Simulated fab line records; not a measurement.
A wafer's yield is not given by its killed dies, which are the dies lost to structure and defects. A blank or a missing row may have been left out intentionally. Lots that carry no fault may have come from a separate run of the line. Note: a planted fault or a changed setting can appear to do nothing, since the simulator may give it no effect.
fab line records :: flow sky130
record:
  lots: 13
  wafers: 39
  last_day: 50
route steps=708 shown FIELD_ISO@28 NWELL@63 VT_ADJUST_HVTP@93
lots that met no fault: taken from a fault-free run of the same line
start_h: hours from the record's opening day to when the first of the lot's shown wafers began :: wait_h: hours from the lot's prior step to this one :: " same as the row above :: L1.1+2: a row that stands for several wafers :: - no value, or no start given :: * or withheld: withheld :: < > ~ a bound
route shown NAME@n: a module of which the file shows steps, and the number in the route of the first :: usual: mean and standard deviation over wafers with no fault :: same: alike in all rows :: chamber/n: place in a boat :: sites: each site's reading :: _std_site: standard deviation across them :: _edge_site: mean of outer sites minus mean of inner sites :: radius_mm: how far each site lies from the wafer's centre :: mask NAME#n: copy n :: behind: tool/chamber where the wafer was last shaped :: hold: why the lot went on hold/how many hours it stayed there/how the hold came to an end :: device: whichever transistor did not switch (one of n, p or np) :: end of line: the route-end tests of the same wafers :: step lacking rows: just its recipe :: killed: at the first sort, the dies lost to defects and structure; wafer yield is something else :: map: shows each die of a wafer: x if killed, . if not, _ if none is there
set.NAME: the setting the step ran with; set.NAME@STEP: the setting that earlier step ran with :: model.NAME: the simulator's own value behind a step, which no gauge read
one table for each step of the route and one row for each wafer, over a sample of lots
services: the hour from which a tool's chamber was out of use, counted from the record's first day as start_h (under 0 if before that day), plus the number of hours and why
== steps ==
step: SKY_FIELD_ISO_CMP_27
recipe:
  stop_on: Si3N4
  t_overpolish_s: 16
  down_force_psi: 4
  platen_rpm: 60
  target_thk_nm: 457.8
  pad_velocity_m_s: 0.94248
usual:
  motor_current_A: 12.2/1.1
  overpolish_run_s: 16.000/0.0088
  time_to_endpoint_s: 111/3.5
lot.wafer: L573.1
tool: cmp-01
chamber: 2
start_h: 49.95
wait_h: 0.0
motor_current_A: 12.5
overpolish_run_s: 16.008
time_to_endpoint_s: 105

lot.wafer: L573.4
tool: cmp-01
chamber: 3
start_h: 49.95
wait_h: 0.0
motor_current_A: 12.4
overpolish_run_s: 16.009
time_to_endpoint_s: 109

lot.wafer: L573.6
tool: cmp-01
chamber: 2
start_h: 49.95
wait_h: 0.0
motor_current_A: 12.9
overpolish_run_s: 15.998
time_to_endpoint_s: 104

lot.wafer: L575.1
tool: cmp-01
chamber: 3
start_h: 58.85
wait_h: 0.0
motor_current_A: 12.1
overpolish_run_s: 15.989
time_to_endpoint_s: 110

lot.wafer: L575.3
tool: cmp-01
chamber: 1
start_h: 58.85
wait_h: 0.0
motor_current_A: 12.7
overpolish_run_s: 15.997
time_to_endpoint_s: 109

lot.wafer: L575.6
tool: cmp-01
chamber: 3
start_h: 58.85
wait_h: 0.0
motor_current_A: 12.0
overpolish_run_s: 16.002
time_to_endpoint_s: 115

lot.wafer: L576.4
tool: cmp-01
chamber: 0
start_h: 65.58
wait_h: 0.3
motor_current_A: 10.1
overpolish_run_s: 16.009
time_to_endpoint_s: 112

lot.wafer: L576.2
tool: cmp-01
chamber: 1
start_h: 65.58
wait_h: 0.3
motor_current_A: 11.9
overpolish_run_s: 16.018
time_to_endpoint_s: 109

lot.wafer: L576.6
tool: cmp-01
chamber: 1
start_h: 65.58
wait_h: 0.3
motor_current_A: 12.3
overpolish_run_s: 15.998
time_to_endpoint_s: 110

lot.wafer: L577.1
tool: cmp-01
chamber: 1
start_h: 69.73
wait_h: 0.1
motor_current_A: 12.4
overpolish_run_s: 16.010
time_to_endpoint_s: 110

lot.wafer: L577.4
tool: cmp-01
chamber: 2
start_h: 69.73
wait_h: 0.1
motor_current_A: 12.9
overpolish_run_s: 15.999
time_to_endpoint_s: 111

lot.wafer: L577.5
tool: cmp-01
chamber: 0
start_h: 69.73
wait_h: 0.1
motor_current_A: 10.4
overpolish_run_s: 16.014
time_to_endpoint_s: 112

lot.wafer: L578.3
tool: cmp-02
chamber: 1
start_h: 74.66
wait_h: 0.1
motor_current_A: 11.6
overpolish_run_s: 16.004
time_to_endpoint_s: 113

lot.wafer: L578.2
tool: cmp-02
chamber: 2
start_h: 74.66
wait_h: 0.1
motor_current_A: 13.8
overpolish_run_s: 15.991
time_to_endpoint_s: 109

lot.wafer: L578.6
tool: cmp-02
chamber: 0
start_h: 74.66
wait_h: 0.1
motor_current_A: 14.5
overpolish_run_s: 16.000
time_to_endpoint_s: 104

lot.wafer: L579.1
tool: cmp-01
chamber: 0
start_h: 80.34
wait_h: 0.0
motor_current_A: 10.2
overpolish_run_s: 15.984
time_to_endpoint_s: 115

lot.wafer: L579.6
tool: cmp-01
chamber: 0
start_h: 80.34
wait_h: 0.0
motor_current_A: 10.7
overpolish_run_s: 16.009
time_to_endpoint_s: 109

lot.wafer: L579.5
tool: cmp-01
chamber: 1
start_h: 80.34
wait_h: 0.0
motor_current_A: 12.2
overpolish_run_s: 16.003
time_to_endpoint_s: 115

lot.wafer: L580.1
tool: cmp-01
chamber: 1
start_h: 85.89
wait_h: 0.0
motor_current_A: 12.0
overpolish_run_s: 16.003
time_to_endpoint_s: 114

lot.wafer: L580.3
tool: cmp-01
chamber: 2
start_h: 85.89
wait_h: 0.0
motor_current_A: 12.8
overpolish_run_s: 16.003
time_to_endpoint_s: 114

lot.wafer: L580.5
tool: cmp-01
chamber: 1
start_h: 85.89
wait_h: 0.0
motor_current_A: 11.2
overpolish_run_s: 16.005
time_to_endpoint_s: 113

lot.wafer: L581.1
tool: cmp-01
chamber: 2
start_h: 91.57
wait_h: 0.1
motor_current_A: 12.8
overpolish_run_s: 15.991
time_to_endpoint_s: 110

lot.wafer: L581.3
tool: cmp-01
chamber: 3
start_h: 91.57
wait_h: 0.1
motor_current_A: 12.7
overpolish_run_s: 15.993
time_to_endpoint_s: 114

lot.wafer: L581.2
tool: cmp-01
chamber: 0
start_h: 91.57
wait_h: 0.1
motor_current_A: 10.3
overpolish_run_s: 15.994
time_to_endpoint_s: 112

lot.wafer: L586.1
tool: cmp-01
chamber: 0
start_h: 118.46
wait_h: 0.0
motor_current_A: 9.6
overpolish_run_s: 15.997
time_to_endpoint_s: 109

lot.wafer: L586.3
tool: cmp-01
chamber: 1
start_h: 118.46
wait_h: 0.0
motor_current_A: 12.2
overpolish_run_s: 16.003
time_to_endpoint_s: 109

lot.wafer: L586.2
tool: cmp-01
chamber: 3
start_h: 118.46
wait_h: 0.0
motor_current_A: 12.2
overpolish_run_s: 16.000
time_to_endpoint_s: 111

lot.wafer: L587.4
tool: cmp-02
chamber: 2
start_h: 125.78
wait_h: 0.0
motor_current_A: 13.1
overpolish_run_s: 16.003
time_to_endpoint_s: 108

lot.wafer: L587.5
tool: cmp-02
chamber: 2
start_h: 125.78
wait_h: 0.0
motor_current_A: 12.7
overpolish_run_s: 16.002
time_to_endpoint_s: 111

lot.wafer: L587.6
tool: cmp-02
chamber: 3
start_h: 125.78
wait_h: 0.0
motor_current_A: 12.4
overpolish_run_s: 15.999
time_to_endpoint_s: 108

lot.wafer: L588.3
tool: cmp-01
chamber: 1
start_h: 126.38
wait_h: 0.1
motor_current_A: 13.1
overpolish_run_s: 15.997
time_to_endpoint_s: 112

lot.wafer: L588.4
tool: cmp-01
chamber: 2
start_h: 126.38
wait_h: 0.1
motor_current_A: 12.5
overpolish_run_s: 16.002
time_to_endpoint_s: 111

lot.wafer: L588.5
tool: cmp-01
chamber: 0
start_h: 126.38
wait_h: 0.1
motor_current_A: 10.9
overpolish_run_s: 16.014
time_to_endpoint_s: 113

lot.wafer: L591.1
tool: cmp-01
chamber: 3
start_h: 141.35
wait_h: 0.0
motor_current_A: 12.0
overpolish_run_s: 16.007
time_to_endpoint_s: 116

lot.wafer: L591.4
tool: cmp-01
chamber: 2
start_h: 141.35
wait_h: 0.0
motor_current_A: 12.6
overpolish_run_s: 15.988
time_to_endpoint_s: 116

lot.wafer: L591.6
tool: cmp-01
chamber: 3
start_h: 141.35
wait_h: 0.0
motor_current_A: 12.2
overpolish_run_s: 15.982
time_to_endpoint_s: 115

lot.wafer: L593.3
tool: cmp-02
chamber: 0
start_h: 153.13
wait_h: 0.0
motor_current_A: 14.6
overpolish_run_s: 16.000
time_to_endpoint_s: 105

lot.wafer: L593.1
tool: cmp-02
chamber: 2
start_h: 153.13
wait_h: 0.0
motor_current_A: 13.5
overpolish_run_s: 16.013
time_to_endpoint_s: 109

lot.wafer: L593.5
tool: cmp-02
chamber: 0
start_h: 153.13
wait_h: 0.0
motor_current_A: 14.0
overpolish_run_s: 16.001
time_to_endpoint_s: 109
step: SKY_NWELL_OVL_MEAS_10
usual:
  NWELL_00_OVL: 0.0/1.4
lot.wafer: L573.1
tool: overlay-02
chamber: -
start_h: 101.24
wait_h: -
NWELL_00_OVL[nm]: 1.0

lot.wafer: L573.4
tool: overlay-02
chamber: -
start_h: 101.24
wait_h: -
NWELL_00_OVL[nm]: 0.5

lot.wafer: L573.6
tool: overlay-02
chamber: -
start_h: 101.24
wait_h: -
NWELL_00_OVL[nm]: -1.3

lot.wafer: L575.1
tool: overlay-01
chamber: -
start_h: 113.97
wait_h: -
NWELL_00_OVL[nm]: -1.2

lot.wafer: L575.3
tool: overlay-01
chamber: -
start_h: 113.97
wait_h: -
NWELL_00_OVL[nm]: 0.8

lot.wafer: L575.6
tool: overlay-01
chamber: -
start_h: 113.97
wait_h: -
NWELL_00_OVL[nm]: -0.9

lot.wafer: L576.2
tool: overlay-01
chamber: -
start_h: 120.48
wait_h: -
NWELL_00_OVL[nm]: -0.1

lot.wafer: L576.4
tool: overlay-01
chamber: -
start_h: 120.48
wait_h: -
NWELL_00_OVL[nm]: -1.9

lot.wafer: L576.6
tool: overlay-01
chamber: -
start_h: 120.48
wait_h: -
NWELL_00_OVL[nm]: -0.5

lot.wafer: L577.1
tool: overlay-01
chamber: -
start_h: 125.34
wait_h: -
NWELL_00_OVL[nm]: 0.3

lot.wafer: L577.4
tool: overlay-01
chamber: -
start_h: 125.34
wait_h: -
NWELL_00_OVL[nm]: 0.0

lot.wafer: L577.5
tool: overlay-01
chamber: -
start_h: 125.34
wait_h: -
NWELL_00_OVL[nm]: -1.3

lot.wafer: L578.2
tool: overlay-01
chamber: -
start_h: 130.58
wait_h: -
NWELL_00_OVL[nm]: -2.4

lot.wafer: L578.3
tool: overlay-01
chamber: -
start_h: 130.58
wait_h: -
NWELL_00_OVL[nm]: -3.2

lot.wafer: L578.6
tool: overlay-01
chamber: -
start_h: 130.58
wait_h: -
NWELL_00_OVL[nm]: -1.6

lot.wafer: L579.1
tool: overlay-01
chamber: -
start_h: 138.19
wait_h: -
NWELL_00_OVL[nm]: 1.7

lot.wafer: L579.5
tool: overlay-01
chamber: -
start_h: 138.19
wait_h: -
NWELL_00_OVL[nm]: 0.7

lot.wafer: L579.6
tool: overlay-01
chamber: -
start_h: 138.19
wait_h: -
NWELL_00_OVL[nm]: -0.5

lot.wafer: L580.1
tool: overlay-02
chamber: -
start_h: 147.54
wait_h: -
NWELL_00_OVL[nm]: -0.9

lot.wafer: L580.3
tool: overlay-02
chamber: -
start_h: 147.54
wait_h: -
NWELL_00_OVL[nm]: 0.0

lot.wafer: L580.5
tool: overlay-02
chamber: -
start_h: 147.54
wait_h: -
NWELL_00_OVL[nm]: 0.4

lot.wafer: L581.1
tool: overlay-01
chamber: -
start_h: 148.19
wait_h: -
NWELL_00_OVL[nm]: -1.2

lot.wafer: L581.2
tool: overlay-01
chamber: -
start_h: 148.19
wait_h: -
NWELL_00_OVL[nm]: -1.1

lot.wafer: L581.3
tool: overlay-01
chamber: -
start_h: 148.19
wait_h: -
NWELL_00_OVL[nm]: -0.3

lot.wafer: L586.1
tool: overlay-01
chamber: -
start_h: 179.89
wait_h: -
NWELL_00_OVL[nm]: -1.8

lot.wafer: L586.2
tool: overlay-01
chamber: -
start_h: 179.89
wait_h: -
NWELL_00_OVL[nm]: -2.2

lot.wafer: L586.3
tool: overlay-01
chamber: -
start_h: 179.89
wait_h: -
NWELL_00_OVL[nm]: -0.6

lot.wafer: L587.4
tool: overlay-01
chamber: -
start_h: 190.85
wait_h: -
NWELL_00_OVL[nm]: 2.6

lot.wafer: L587.5
tool: overlay-01
chamber: -
start_h: 190.85
wait_h: -
NWELL_00_OVL[nm]: 2.1

lot.wafer: L587.6
tool: overlay-01
chamber: -
start_h: 190.85
wait_h: -
NWELL_00_OVL[nm]: 2.5

lot.wafer: L588.3
tool: overlay-02
chamber: -
start_h: 191.08
wait_h: -
NWELL_00_OVL[nm]: -1.0

lot.wafer: L588.4
tool: overlay-02
chamber: -
start_h: 191.08
wait_h: -
NWELL_00_OVL[nm]: -1.3

lot.wafer: L588.5
tool: overlay-02
chamber: -
start_h: 191.08
wait_h: -
NWELL_00_OVL[nm]: -1.0

lot.wafer: L591.1
tool: overlay-01
chamber: -
start_h: 208.32
wait_h: -
NWELL_00_OVL[nm]: 0.9

lot.wafer: L591.4
tool: overlay-01
chamber: -
start_h: 208.32
wait_h: -
NWELL_00_OVL[nm]: 2.3

lot.wafer: L591.6
tool: overlay-01
chamber: -
start_h: 208.32
wait_h: -
NWELL_00_OVL[nm]: 0.9

lot.wafer: L593.1
tool: overlay-01
chamber: -
start_h: 218.29
wait_h: -
NWELL_00_OVL[nm]: 1.3

lot.wafer: L593.3
tool: overlay-01
chamber: -
start_h: 218.29
wait_h: -
NWELL_00_OVL[nm]: 0.0

lot.wafer: L593.5
tool: overlay-01
chamber: -
start_h: 218.29
wait_h: -
NWELL_00_OVL[nm]: 1.2
step: SKY_NWELL_IMPLANT_24
recipe:
  species: B
  energy_kev: 140
  dose_cm2: 9.2e+12
  tilt_deg: withheld
usual:
  dose_ions_cm2: 9.199e+12/1.1e+10
  faraday_current_uA: 51.8/1
lot.wafer: L573.1
tool: implanter-04
chamber: 0
start_h: 120.08
wait_h: 0.0
dose_ions_cm2: 9.203e+12
faraday_current_uA: 50.2

lot.wafer: L573.4
tool: implanter-04
chamber: 0
start_h: 120.08
wait_h: 0.0
dose_ions_cm2: 9.194e+12
faraday_current_uA: 51.0

lot.wafer: L573.6
tool: implanter-04
chamber: 0
start_h: 120.08
wait_h: 0.0
dose_ions_cm2: 9.194e+12
faraday_current_uA: 51.6

lot.wafer: L575.1
tool: implanter-04
chamber: 0
start_h: 133.76
wait_h: 0.0
dose_ions_cm2: 9.194e+12
faraday_current_uA: 49.3

lot.wafer: L575.3
tool: implanter-04
chamber: 0
start_h: 133.76
wait_h: 0.0
dose_ions_cm2: 9.199e+12
faraday_current_uA: 52.3

lot.wafer: L575.6
tool: implanter-04
chamber: 0
start_h: 133.76
wait_h: 0.0
dose_ions_cm2: 9.196e+12
faraday_current_uA: 51.0

lot.wafer: L576.2
tool: implanter-04
chamber: 0
start_h: 139.23
wait_h: 0.0
dose_ions_cm2: 9.215e+12
faraday_current_uA: 53.0

lot.wafer: L576.4
tool: implanter-04
chamber: 0
start_h: 139.23
wait_h: 0.0
dose_ions_cm2: 9.197e+12
faraday_current_uA: 53.1

lot.wafer: L576.6
tool: implanter-04
chamber: 0
start_h: 139.23
wait_h: 0.0
dose_ions_cm2: 9.191e+12
faraday_current_uA: 51.2

lot.wafer: L577.1
tool: implanter-02
chamber: 0
start_h: 145.27
wait_h: 0.0
dose_ions_cm2: 9.198e+12
faraday_current_uA: 51.3

lot.wafer: L577.4
tool: implanter-02
chamber: 0
start_h: 145.27
wait_h: 0.0
dose_ions_cm2: 9.202e+12
faraday_current_uA: 51.4

lot.wafer: L577.5
tool: implanter-02
chamber: 0
start_h: 145.27
wait_h: 0.0
dose_ions_cm2: 9.187e+12
faraday_current_uA: 49.8

lot.wafer: L578.2
tool: implanter-04
chamber: 0
start_h: 150.05
wait_h: 0.0
dose_ions_cm2: 9.202e+12
faraday_current_uA: 51.3

lot.wafer: L578.3
tool: implanter-04
chamber: 0
start_h: 150.05
wait_h: 0.0
dose_ions_cm2: 9.167e+12
faraday_current_uA: 52.7

lot.wafer: L578.6
tool: implanter-04
chamber: 0
start_h: 150.05
wait_h: 0.0
dose_ions_cm2: 9.2e+12
faraday_current_uA: 50.6

lot.wafer: L579.1
tool: implanter-04
chamber: 0
start_h: 158.23
wait_h: 0.1
dose_ions_cm2: 9.197e+12
faraday_current_uA: 51.3

lot.wafer: L579.5
tool: implanter-04
chamber: 0
start_h: 158.23
wait_h: 0.1
dose_ions_cm2: 9.197e+12
faraday_current_uA: 51.2

lot.wafer: L579.6
tool: implanter-04
chamber: 0
start_h: 158.23
wait_h: 0.1
dose_ions_cm2: 9.193e+12
faraday_current_uA: 49.2

lot.wafer: L580.1
tool: implanter-04
chamber: 0
start_h: 167.93
wait_h: 0.0
dose_ions_cm2: 9.198e+12
faraday_current_uA: 53.0

lot.wafer: L580.3
tool: implanter-04
chamber: 0
start_h: 167.93
wait_h: 0.0
dose_ions_cm2: 9.189e+12
faraday_current_uA: 52.6

lot.wafer: L580.5
tool: implanter-04
chamber: 0
start_h: 167.93
wait_h: 0.0
dose_ions_cm2: 9.177e+12
faraday_current_uA: 52.0

lot.wafer: L581.1
tool: implanter-02
chamber: 0
start_h: 168.77
wait_h: 0.0
dose_ions_cm2: 9.202e+12
faraday_current_uA: 52.6

lot.wafer: L581.2
tool: implanter-02
chamber: 0
start_h: 168.77
wait_h: 0.0
dose_ions_cm2: 9.206e+12
faraday_current_uA: 51.3

lot.wafer: L581.3
tool: implanter-02
chamber: 0
start_h: 168.77
wait_h: 0.0
dose_ions_cm2: 9.189e+12
faraday_current_uA: 50.1

lot.wafer: L586.1
tool: implanter-04
chamber: 0
start_h: 201.71
wait_h: 0.0
dose_ions_cm2: 9.203e+12
faraday_current_uA: 51.4

lot.wafer: L586.2
tool: implanter-04
chamber: 0
start_h: 201.71
wait_h: 0.0
dose_ions_cm2: 9.204e+12
faraday_current_uA: 53.8

lot.wafer: L586.3
tool: implanter-04
chamber: 0
start_h: 201.71
wait_h: 0.0
dose_ions_cm2: 9.192e+12
faraday_current_uA: 51.7

lot.wafer: L588.3
tool: implanter-02
chamber: 0
start_h: 212.66
wait_h: 0.1
dose_ions_cm2: 9.192e+12
faraday_current_uA: 52.9

lot.wafer: L588.4
tool: implanter-02
chamber: 0
start_h: 212.66
wait_h: 0.1
dose_ions_cm2: 9.187e+12
faraday_current_uA: 51.8

lot.wafer: L588.5
tool: implanter-02
chamber: 0
start_h: 212.66
wait_h: 0.1
dose_ions_cm2: 9.202e+12
faraday_current_uA: 52.0

lot.wafer: L587.4
tool: implanter-04
chamber: 0
start_h: 216.13
wait_h: 0.1
dose_ions_cm2: 9.016e+12
faraday_current_uA: 50.7

lot.wafer: L587.5
tool: implanter-04
chamber: 0
start_h: 216.13
wait_h: 0.1
dose_ions_cm2: 9.014e+12
faraday_current_uA: 51.3

lot.wafer: L587.6
tool: implanter-04
chamber: 0
start_h: 216.13
wait_h: 0.1
dose_ions_cm2: 9.029e+12
faraday_current_uA: 49.0

lot.wafer: L591.1
tool: implanter-04
chamber: 0
start_h: 231.11
wait_h: 0.0
dose_ions_cm2: 9.021e+12
faraday_current_uA: 50.7

lot.wafer: L591.4
tool: implanter-04
chamber: 0
start_h: 231.11
wait_h: 0.0
dose_ions_cm2: 9.022e+12
faraday_current_uA: 52.1

lot.wafer: L591.6
tool: implanter-04
chamber: 0
start_h: 231.11
wait_h: 0.0
dose_ions_cm2: 9.021e+12
faraday_current_uA: 50.4

lot.wafer: L593.1
tool: implanter-01
chamber: 0
start_h: 243.13
wait_h: 0.0
dose_ions_cm2: 9.208e+12
faraday_current_uA: 52.6

lot.wafer: L593.3
tool: implanter-01
chamber: 0
start_h: 243.13
wait_h: 0.0
dose_ions_cm2: 9.201e+12
faraday_current_uA: 51.9

lot.wafer: L593.5
tool: implanter-01
chamber: 0
start_h: 243.13
wait_h: 0.0
dose_ions_cm2: 9.209e+12
faraday_current_uA: 49.8
step: SKY_VT_ADJUST_HVTP_OVL_MEAS_08
usual:
  VT_ADJUST_HVTP_OVL: 0.1/1.6
lot.wafer: L573.1
tool: overlay-01
chamber: -
start_h: 138.61
wait_h: 0.1
VT_ADJUST_HVTP_OVL[nm]: 0.4

lot.wafer: L573.4
tool: overlay-01
chamber: -
start_h: 138.61
wait_h: 0.1
VT_ADJUST_HVTP_OVL[nm]: -0.9

lot.wafer: L573.6
tool: overlay-01
chamber: -
start_h: 138.61
wait_h: 0.1
VT_ADJUST_HVTP_OVL[nm]: 0.5

lot.wafer: L575.1
tool: overlay-02
chamber: -
start_h: 153.76
wait_h: 0.1
VT_ADJUST_HVTP_OVL[nm]: 0.1

lot.wafer: L575.3
tool: overlay-02
chamber: -
start_h: 153.76
wait_h: 0.1
VT_ADJUST_HVTP_OVL[nm]: 1.7

lot.wafer: L575.6
tool: overlay-02
chamber: -
start_h: 153.76
wait_h: 0.1
VT_ADJUST_HVTP_OVL[nm]: 2.0

lot.wafer: L576.2
tool: overlay-02
chamber: -
start_h: 159.77
wait_h: 0.1
VT_ADJUST_HVTP_OVL[nm]: -0.9

lot.wafer: L576.4
tool: overlay-02
chamber: -
start_h: 159.77
wait_h: 0.1
VT_ADJUST_HVTP_OVL[nm]: -3.7

lot.wafer: L576.6
tool: overlay-02
chamber: -
start_h: 159.77
wait_h: 0.1
VT_ADJUST_HVTP_OVL[nm]: -2.8

lot.wafer: L577.1
tool: overlay-01
chamber: -
start_h: 166.31
wait_h: 0.1
VT_ADJUST_HVTP_OVL[nm]: 1.9

lot.wafer: L577.4
tool: overlay-01
chamber: -
start_h: 166.31
wait_h: 0.1
VT_ADJUST_HVTP_OVL[nm]: 1.2

lot.wafer: L577.5
tool: overlay-01
chamber: -
start_h: 166.31
wait_h: 0.1
VT_ADJUST_HVTP_OVL[nm]: 1.7

lot.wafer: L578.2
tool: overlay-01
chamber: -
start_h: 170.72
wait_h: 0.1
VT_ADJUST_HVTP_OVL[nm]: -2.4

lot.wafer: L578.3
tool: overlay-01
chamber: -
start_h: 170.72
wait_h: 0.1
VT_ADJUST_HVTP_OVL[nm]: 0.4

lot.wafer: L578.6
tool: overlay-01
chamber: -
start_h: 170.72
wait_h: 0.1
VT_ADJUST_HVTP_OVL[nm]: -1.0

lot.wafer: L579.1
tool: overlay-02
chamber: -
start_h: 179.49
wait_h: 0.1
VT_ADJUST_HVTP_OVL[nm]: 0.6

lot.wafer: L579.5
tool: overlay-02
chamber: -
start_h: 179.49
wait_h: 0.1
VT_ADJUST_HVTP_OVL[nm]: -1.1

lot.wafer: L579.6
tool: overlay-02
chamber: -
start_h: 179.49
wait_h: 0.1
VT_ADJUST_HVTP_OVL[nm]: 0.5

lot.wafer: L580.1
tool: overlay-02
chamber: -
start_h: 189.96
wait_h: 0.1
VT_ADJUST_HVTP_OVL[nm]: 0.9

lot.wafer: L580.3
tool: overlay-02
chamber: -
start_h: 189.96
wait_h: 0.1
VT_ADJUST_HVTP_OVL[nm]: 0.6

lot.wafer: L580.5
tool: overlay-02
chamber: -
start_h: 189.96
wait_h: 0.1
VT_ADJUST_HVTP_OVL[nm]: 0.3

lot.wafer: L581.1
tool: overlay-02
chamber: -
start_h: 190.26
wait_h: 0.1
VT_ADJUST_HVTP_OVL[nm]: -0.5

lot.wafer: L581.2
tool: overlay-02
chamber: -
start_h: 190.26
wait_h: 0.1
VT_ADJUST_HVTP_OVL[nm]: -1.0

lot.wafer: L581.3
tool: overlay-02
chamber: -
start_h: 190.26
wait_h: 0.1
VT_ADJUST_HVTP_OVL[nm]: 0.9

lot.wafer: L586.1
tool: overlay-01
chamber: -
start_h: 224.61
wait_h: 0.1
VT_ADJUST_HVTP_OVL[nm]: -0.6

lot.wafer: L586.2
tool: overlay-01
chamber: -
start_h: 224.61
wait_h: 0.1
VT_ADJUST_HVTP_OVL[nm]: 0.9

lot.wafer: L586.3
tool: overlay-01
chamber: -
start_h: 224.61
wait_h: 0.1
VT_ADJUST_HVTP_OVL[nm]: -1.7

lot.wafer: L588.3
tool: overlay-01
chamber: -
start_h: 235.52
wait_h: 0.1
VT_ADJUST_HVTP_OVL[nm]: -1.8

lot.wafer: L588.4
tool: overlay-01
chamber: -
start_h: 235.52
wait_h: 0.1
VT_ADJUST_HVTP_OVL[nm]: 0.7

lot.wafer: L588.5
tool: overlay-01
chamber: -
start_h: 235.52
wait_h: 0.1
VT_ADJUST_HVTP_OVL[nm]: -0.1

lot.wafer: L587.4
tool: overlay-02
chamber: -
start_h: 239.28
wait_h: 0.1
VT_ADJUST_HVTP_OVL[nm]: -2.6

lot.wafer: L587.5
tool: overlay-02
chamber: -
start_h: 239.28
wait_h: 0.1
VT_ADJUST_HVTP_OVL[nm]: -1.6

lot.wafer: L587.6
tool: overlay-02
chamber: -
start_h: 239.28
wait_h: 0.1
VT_ADJUST_HVTP_OVL[nm]: -1.4

lot.wafer: L591.1
tool: overlay-02
chamber: -
start_h: 254.87
wait_h: 0.1
VT_ADJUST_HVTP_OVL[nm]: 2.8

lot.wafer: L591.4
tool: overlay-02
chamber: -
start_h: 254.87
wait_h: 0.1
VT_ADJUST_HVTP_OVL[nm]: 1.8

lot.wafer: L591.6
tool: overlay-02
chamber: -
start_h: 254.87
wait_h: 0.1
VT_ADJUST_HVTP_OVL[nm]: 3.0

lot.wafer: L593.1
tool: overlay-02
chamber: -
start_h: 268.24
wait_h: 0.1
VT_ADJUST_HVTP_OVL[nm]: -0.3

lot.wafer: L593.3
tool: overlay-02
chamber: -
start_h: 268.24
wait_h: 0.1
VT_ADJUST_HVTP_OVL[nm]: 0.5

lot.wafer: L593.5
tool: overlay-02
chamber: -
start_h: 268.24
wait_h: 0.1
VT_ADJUST_HVTP_OVL[nm]: 0.1
== services ==
tool: implanter-04
chamber: -
start_h: 42.50
hours: 35.4
kind: pm

tool: cmp-02
chamber: -
start_h: 49.10
hours: 0.2
kind: repair

tool: implanter-01
chamber: -
start_h: 49.24
hours: 3.4
kind: repair

tool: implanter-02
chamber: -
start_h: 50.54
hours: 4.6
kind: repair

tool: cmp-01
chamber: -
start_h: 50.97
hours: 1.4
kind: repair

tool: implanter-02
chamber: -
start_h: 58.25
hours: 5.3
kind: repair

tool: cmp-01
chamber: -
start_h: 63.70
hours: 1.6
kind: repair

tool: cmp-02
chamber: -
start_h: 64.17
hours: 4.0
kind: pm

tool: cmp-01
chamber: -
start_h: 66.81
hours: 0.5
kind: repair

tool: cmp-02
chamber: -
start_h: 67.73
hours: 2.1
kind: repair

tool: cmp-02
chamber: -
start_h: 75.23
hours: 21.0
kind: pm

tool: implanter-04
chamber: -
start_h: 109.16
hours: 4.5
kind: pm

tool: cmp-01
chamber: -
start_h: 122.17
hours: 4.0
kind: repair

tool: implanter-01
chamber: -
start_h: 126.24
hours: 103.9
kind: pm

tool: cmp-01
chamber: -
start_h: 136.22
hours: 1.1
kind: repair

tool: implanter-02
chamber: -
start_h: 149.04
hours: 1.9
kind: repair

tool: cmp-01
chamber: -
start_h: 151.75
hours: 5.1
kind: pm

tool: implanter-02
chamber: -
start_h: 155.78
hours: 9.3
kind: repair

tool: cmp-01
chamber: -
start_h: 169.16
hours: 1.4
kind: repair

tool: cmp-02
chamber: -
start_h: 184.36
hours: 6.2
kind: pm

tool: implanter-04
chamber: -
start_h: 184.97
hours: 1.8
kind: pm

tool: cmp-02
chamber: -
start_h: 196.37
hours: 2.9
kind: repair

tool: cmp-01
chamber: -
start_h: 232.00
hours: 4.0
kind: pm

tool: implanter-04
chamber: -
start_h: 241.23
hours: 9.9
kind: repair
== key ==
first_sign:
  step: SKY_NWELL_IMPLANT_24
  reading: dose_ions_cm2
  direction: down
  sigmas: 17
  usual: *
  struck: *
effect none on later readings
met_at SKY_NWELL_IMPLANT_24
struck_lots L587,L591
tester_left_out L587,L591
not_acting_at SKY_FIELD_ISO_CMP_27,SKY_NWELL_OVL_MEAS_10,SKY_VT_ADJUST_HVTP_OVL_MEAS_08
onset_between 201.71 216.13
fault:
  kind: process_parameter_drift
  tool: implanter-04
  chamber: -
  onset_h: 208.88
  steps: SKY_NWELL_IMPLANT_24
  channel: dose_cm2
  offset: *
  shape: step
  end_h: 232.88
  acts_in: *
  stated: *
tester_left_out: of these lots the tester's yield and bins aren't shown, on N5 and GAA mostly nor the transistor test; their killed dies are dies lost to structure and defects alone, not to doping, threshold or leakage, so they don't give the yield
